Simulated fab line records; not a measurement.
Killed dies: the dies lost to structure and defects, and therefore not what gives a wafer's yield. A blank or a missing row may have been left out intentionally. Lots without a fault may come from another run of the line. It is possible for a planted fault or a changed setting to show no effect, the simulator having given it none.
2 desks, one fault	flow gf180mcu	every desk sees just its own numbers, and what lay behind them comes last

## FROM THE METROLOGY DESK
What the gauges read for every lot (on any tool): the sampled wafers with a number, averaged. If a lot's mean is further than 4 standard deviations from the usual mean, the lot is out of limits and carries the mark OUT (the distance appears in the brackets).
Columns: A = cd nm at GF_NSD_CD_MEAS_07, usual 399.6 nm; B = SALICIDE_TIN_RS at GF_SALICIDE_RS_MEAS_04, usual 16.4 ohm/sq; C = SALICIDE_TIN_THK at GF_SALICIDE_THK_MEAS_05, usual 19.8 nm
lot	first seen here	A	B	C
L951	day 13 02:55	397.4	16.4	20.1
L953	day 13 22:07	395.6	16.2	19.5
L954	day 14 05:28	398.9	16.3	19.7
L956	day 15 02:35	400.2	16.0	20.3
L958	day 15 17:14	397.4	16.5	19.9
L959	day 16 01:44	406.5	16.8	19.3
L960	day 16 11:33	397.9	16.6	20.2
L966	day 18 16:53	400.4	15.9	19.6
L967	day 19 00:37	398.5	15.2	23.4 (+11) OUT
L968	day 19 13:53	400.7	15.6	24.0 (+12) OUT
L972	day 20 17:10	399.2	16.5	19.9
L973	day 21 02:02	402.7	16.2	20.0
Per this desk, out of limits: L967, L968; the first was L967, day 21 02:31 (SALICIDE_TIN_THK at GF_SALICIDE_THK_MEAS_05). L951, L953, L954, L956, L958, L959, L960, L966, L972, L973 stayed within limits.

## FOR THE TOOL OWNER'S DESK: pvd sputter-01
The tool's own readings at GF_SALICIDE_SPUTTER_03 (material TiN, target thk 20 nm, time 16.7 s): means of the sampled wafers that have a number, for each lot that ran on this tool. If a lot's mean is further than 4 standard deviations from the usual mean, the lot is out of limits and carries the mark OUT (the distance appears in the brackets).
Columns: A = cathode dc power W at GF_SALICIDE_SPUTTER_03, usual 6499.9 W; B = throttle valve pct at GF_SALICIDE_SPUTTER_03, usual 29.8 %
lot	first seen here	A	B
L951	day 14 21:06	6499.7	30.3
L956	day 17 00:38	6500.1	30.4
L958	day 17 15:14	6499.5	29.7
L960	day 18 11:29	6499.5	30.0
L967	day 21 02:22	7760.9 (+99 or more) OUT	30.4
L968	day 21 15:32	7761.5 (+99 or more) OUT	30.5
This desk's verdict: out of limits on L967, L968, starting with L967 at day 21 02:22 (cathode dc power W at GF_SALICIDE_SPUTTER_03). L951, L956, L958, L960 stayed within limits.

## ALL TOGETHER
At day 21 02:22, on L967, L968, the tool owner's desk was in a position to raise an alarm.
At day 21 02:31 the metrology desk could have sounded an alarm, on L967, L968.
Of the lots named, all ran GF_SALICIDE_SPUTTER_03 on pvd sputter-01.

## WHAT WAS PUT IN BY THE SIMULATOR
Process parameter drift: pvd sputter-01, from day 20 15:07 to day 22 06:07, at GF_SALICIDE_SPUTTER_03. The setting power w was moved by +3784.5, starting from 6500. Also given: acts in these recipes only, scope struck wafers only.
Struck lots among those shown: L967, L968.
Fault start to first reading out of limits, in hours, per desk: tool owner, 11; metrology, 11.
